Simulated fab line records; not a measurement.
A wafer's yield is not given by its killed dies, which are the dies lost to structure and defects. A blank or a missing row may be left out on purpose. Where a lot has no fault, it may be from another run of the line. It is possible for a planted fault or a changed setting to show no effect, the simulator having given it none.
Which tool is to blame? | flow gf180mcu | 24 lots with 72 wafers sampled at 3 steps, on a route of 602 steps

== WHAT EACH GAUGE READ, for each wafer ==
GF_V4_CD_MEAS_14: the cd target is 260 nm.
lot  | measured     | on        | cd nm (nm)
L074 | day 23 23:32 | cd sem-02 | 260.8 260.3 258.7
L075 | day 24 14:41 | cd sem-01 | 260.7 260.7 261.1
L076 | day 24 16:47 | cd sem-01 | 262.9 263.2 262.5
L077 | day 25 04:25 | cd sem-02 | 261.1 261.0 260.4
L078 | day 25 13:48 | cd sem-02 | 259.6 259.5 259.7
L079 | day 26 00:00 | cd sem-02 | 259.6 261.1 260.2
L080 | day 26 03:50 | cd sem-01 | 258.8 259.0 259.8
L081 | day 26 18:59 | cd sem-01 | 260.7 261.7 262.1
L082 | day 26 19:34 | cd sem-02 | 261.0 260.4 261.0
L083 | day 27 09:28 | cd sem-02 | 259.8 259.5 259.3
L084 | day 27 14:20 | cd sem-02 | 259.4 261.6 259.2
L085 | day 28 03:13 | cd sem-02 | 262.0 261.0 260.9
L086 | day 28 03:56 | cd sem-01 | 259.2 259.6 259.1
L087 | day 28 16:16 | cd sem-02 | 260.5 261.0 260.3
L088 | day 28 22:17 | cd sem-02 | 259.2 259.8 260.9
L089 | day 29 09:16 | cd sem-01 | 261.6 261.4 262.1
L090 | day 29 21:53 | cd sem-02 | 259.3 260.5 260.4
L091 | day 30 07:01 | cd sem-02 | 258.1 259.1 258.8
L092 | day 30 12:05 | cd sem-02 | 260.4 259.6 260.1
L093 | day 30 14:36 | cd sem-01 | 259.2 259.0 261.0
L094 | day 30 17:23 | cd sem-01 | 261.4 260.4 261.6
L095 | day 30 20:17 | cd sem-01 | 261.2 262.2 262.3
L096 | day 31 02:43 | cd sem-01 | 258.5 258.5 256.9
L097 | day 31 11:50 | cd sem-01 | 259.3 258.7 257.7

== WHICH TOOL RAN EACH LOT (tool, then ch and the chambers of the sampled wafers, then the start) ==
lot  | GF_V3_CVD_23                  | GF_M4_SPUTTER_02
L074 | cvd w-01 ch 0,1, day 22 00:49 | pvd sputter-03, day 22 01:32
L075 | cvd w-02 ch 1, day 22 16:16   | pvd sputter-04, day 22 17:00
L076 | cvd w-02 ch 0,1, day 22 18:19 | pvd sputter-02, day 22 19:02
L077 | cvd w-02 ch 0,1, day 23 05:36 | pvd sputter-02, day 23 06:20
L078 | cvd w-02 ch 0,1, day 23 17:06 | pvd sputter-03, day 23 17:47
L079 | cvd w-01 ch 0,1, day 24 02:16 | pvd sputter-03, day 24 02:58
L080 | cvd w-02 ch 0,1, day 24 07:09 | pvd sputter-04, day 24 07:50
L081 | cvd w-02 ch 0,1, day 24 22:55 | pvd sputter-04, day 24 23:38
L082 | cvd w-01 ch 0,1, day 24 23:06 | pvd sputter-02, day 24 23:56
L083 | cvd w-02 ch 0,1, day 25 13:01 | pvd sputter-02, day 25 13:44
L084 | cvd w-02 ch 0,1, day 25 19:49 | pvd sputter-02, day 25 20:32
L085 | cvd w-02 ch 0,1, day 26 09:10 | pvd sputter-03, day 26 09:53
L086 | cvd w-02 ch 0,1, day 26 10:16 | pvd sputter-02, day 26 10:57
L087 | cvd w-01 ch 0,1, day 26 23:25 | pvd sputter-03, day 27 00:08
L088 | cvd w-01 ch 0,1, day 27 06:52 | pvd sputter-03, day 27 07:35
L089 | cvd w-01 ch 0,1, day 27 16:32 | pvd sputter-04, day 27 17:16
L090 | cvd w-01 ch 0,1, day 28 06:22 | pvd sputter-04, day 28 07:05
L091 | cvd w-01 ch 0,1, day 28 14:43 | pvd sputter-02, day 28 15:26
L092 | cvd w-01 ch 0,1, day 28 21:20 | pvd sputter-03, day 28 22:04
L093 | cvd w-02 ch 0,1, day 28 22:41 | pvd sputter-02, day 28 23:22
L094 | cvd w-01 ch 1, day 29 02:57   | pvd sputter-04, day 29 03:41
L095 | cvd w-01 ch 0,1, day 29 05:43 | pvd sputter-04, day 29 06:26
L096 | cvd w-02 ch 0,1, day 29 12:58 | pvd sputter-04, day 29 13:38
L097 | cvd w-01 ch 0,1, day 29 21:16 | pvd sputter-04, day 29 22:13
- GF_V3_CVD_23: deposits W, target thk 350 nm, time 104.9 s.
- GF_M4_SPUTTER_02: material AlCu, target thk 450 nm, time 23.9 s.

== AS READ BY THE TOOLS THEMSELVES (means over the sampled wafers that have a number; for cases with no such wafer, the mark the record gives instead) ==
GF_V3_CVD_23.
lot  | tool     | heater power outer w (W) | heater power w (W)
L074 | cvd w-01 | 523                      | 830
L075 | cvd w-02 | 434                      | 762
L076 | cvd w-02 | 450                      | 761
L077 | cvd w-02 | 455                      | 748
L078 | cvd w-02 | 445                      | 765
L079 | cvd w-01 | 551                      | 882
L080 | cvd w-02 | 450                      | 765
L081 | cvd w-02 | 455                      | 771
L082 | cvd w-01 | 529                      | 839
L083 | cvd w-02 | 452                      | 756
L084 | cvd w-02 | 451                      | 767
L085 | cvd w-02 | 459                      | 771
L086 | cvd w-02 | 457                      | 756
L087 | cvd w-01 | 538                      | 843
L088 | cvd w-01 | 552                      | 880
L089 | cvd w-01 | 564                      | 877
L090 | cvd w-01 | 557                      | 891
L091 | cvd w-01 | 560                      | 882
L092 | cvd w-01 | 560                      | 874
L093 | cvd w-02 | 462                      | 779
L094 | cvd w-01 | 507                      | 800
L095 | cvd w-01 | 560                      | 878
L096 | cvd w-02 | 461                      | 778
L097 | cvd w-01 | 540                      | 835

GF_M4_SPUTTER_02.
lot  | tool           | throttle valve pct (%)
L074 | pvd sputter-03 | 30.2
L075 | pvd sputter-04 | 30.1
L076 | pvd sputter-02 | 29.0
L077 | pvd sputter-02 | 29.1
L078 | pvd sputter-03 | 30.3
L079 | pvd sputter-03 | 30.2
L080 | pvd sputter-04 | 29.1
L081 | pvd sputter-04 | 28.2
L082 | pvd sputter-02 | 29.6
L083 | pvd sputter-02 | 28.7
L084 | pvd sputter-02 | 29.6
L085 | pvd sputter-03 | 30.2
L086 | pvd sputter-02 | 28.9
L087 | pvd sputter-03 | 30.1
L088 | pvd sputter-03 | 30.1
L089 | pvd sputter-04 | 29.1
L090 | pvd sputter-04 | 29.5
L091 | pvd sputter-02 | 29.4
L092 | pvd sputter-03 | 30.2
L093 | pvd sputter-02 | 28.8
L094 | pvd sputter-04 | 29.5
L095 | pvd sputter-04 | 29.5
L096 | pvd sputter-04 | 28.1
L097 | pvd sputter-04 | 29.9

== THE ANSWER, worked out from the rows above alone ==
Rule: the usual values come from the lots themselves. The widest of any qualifying gaps counts: lots, ordered by their means at a reading, are off when they make up no more than a third of the lots, leave a main group of 4 or more, and stand apart from it by 3 or more times the standard deviation of that group's means. The tables above print the reading to a certain number of digits; a main group whose means all agree to those digits is not used. Also off: a lot with no number at a reading for which 4 or more lots have one. The other lots that the step has rows for count as sound. The gauges are gone through in route order, then the tools' own readings, and for those a lot's mean is taken as printed above. The first step at which some lot is off is used, and at that step the reading that is off furthest; a lot without a number counts as furthest.
None of the lots is off at any reading shown; this tells nothing.

== WHAT THE SIMULATOR HAD INSERTED ==
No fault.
